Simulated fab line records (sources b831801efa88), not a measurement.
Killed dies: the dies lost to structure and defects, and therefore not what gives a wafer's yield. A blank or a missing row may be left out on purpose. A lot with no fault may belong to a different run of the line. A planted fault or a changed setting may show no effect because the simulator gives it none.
The same fault as seen by 2 desks	flow sky130	what lay behind the numbers comes last; until then each desk has only its own

## FOR THE TOOL OWNER'S DESK: pvd_sputter-04
At SKY_CAPM_SPUTTER_02 (material TiN, target thk 200 nm, time 171.6 s) the tool's own readings: per lot run on this tool, the mean of the sampled wafers that have a number. The brackets show how far a lot's mean lies from the usual mean; more than 4 standard deviations puts the lot out of limits, marked OUT.
Columns: A = cathode_dc_power_W at SKY_CAPM_SPUTTER_02, usual 6499.8 W; B = throttle_valve_pct at SKY_CAPM_SPUTTER_02, usual 30.4 %
lot	first seen here	A	B
L604	day 38 01:10	6501.5	30.7
L606	day 38 11:28	6500.6	30.7
L612	day 40 18:11	6500.4	30.9
L613	day 40 21:13	6089.5 (-99 or more) OUT	30.7
L614	day 41 07:10	6088.6 (-99 or more) OUT	30.6
This desk's finding: out of limits on L613, L614; first on L613, day 40 21:13 (cathode_dc_power_W at SKY_CAPM_SPUTTER_02). L604, L606, L612: within limits.

## METROLOGY DESK
Means of the sampled wafers that have a number, per lot and without regard to the tool the lot ran on: this is what the gauges read. The brackets show how far a lot's mean lies from the usual mean; more than 4 standard deviations puts the lot out of limits, marked OUT.
Columns: A = cd_nm at SKY_VIA2_CD_MEAS_12, usual 200.0 nm; B = VIA2_OVL at SKY_VIA2_OVL_MEAS_13, usual -1 nm; C = CAPM_TIN_RS at SKY_CAPM_RS_MEAS_03, usual 6.71 ohm/sq; D = CAPM_TIN_THK at SKY_CAPM_THK_MEAS_04, usual 208 nm
lot	first seen here	A	B	C	D
L604	day 37 23:24	199.8	-6	6.63	209
L605	day 38 07:18	200.9	0	6.80	205
L606	day 38 09:42	199.2	5	6.70	208
L612	day 40 16:06	200.5	1	6.63	210
L613	day 40 19:28	202.1	-1	7.08 (+4.2) OUT	199
L614	day 41 05:24	197.4	5	7.04	198
L620	day 42 19:45	201.6	-3	6.73	209
L621	day 42 22:01	200.0	-3	6.78	205
L625	day 44 00:15	200.2	0	6.73	207
L626	day 44 05:37	200.7	2	6.78	206
This desk's result: L613 out of limits, first on L613 (CAPM_TIN_RS at SKY_CAPM_RS_MEAS_03), day 40 21:21. L604, L605, L606, L612, L614, L620, L621, L625, L626: within limits.

## ALL TOGETHER
At day 40 21:13, on L613, L614, the tool owner's desk was in a position to raise an alarm.
At day 40 21:21 the metrology desk could have sounded an alarm, on L613.
The metrology desk holds a record of L614, inside its limits.
SKY_CAPM_SPUTTER_02 was run on pvd_sputter-04 by each of the lots named.

## WHAT WAS PUT IN BY THE SIMULATOR
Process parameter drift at SKY_CAPM_SPUTTER_02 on pvd_sputter-04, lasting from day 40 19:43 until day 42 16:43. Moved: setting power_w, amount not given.
Lots struck among those shown: L613, L614.
Counting hours from when the fault started, the first reading out of limits came at 2 for the tool owner's desk and at 2 for the metrology desk.
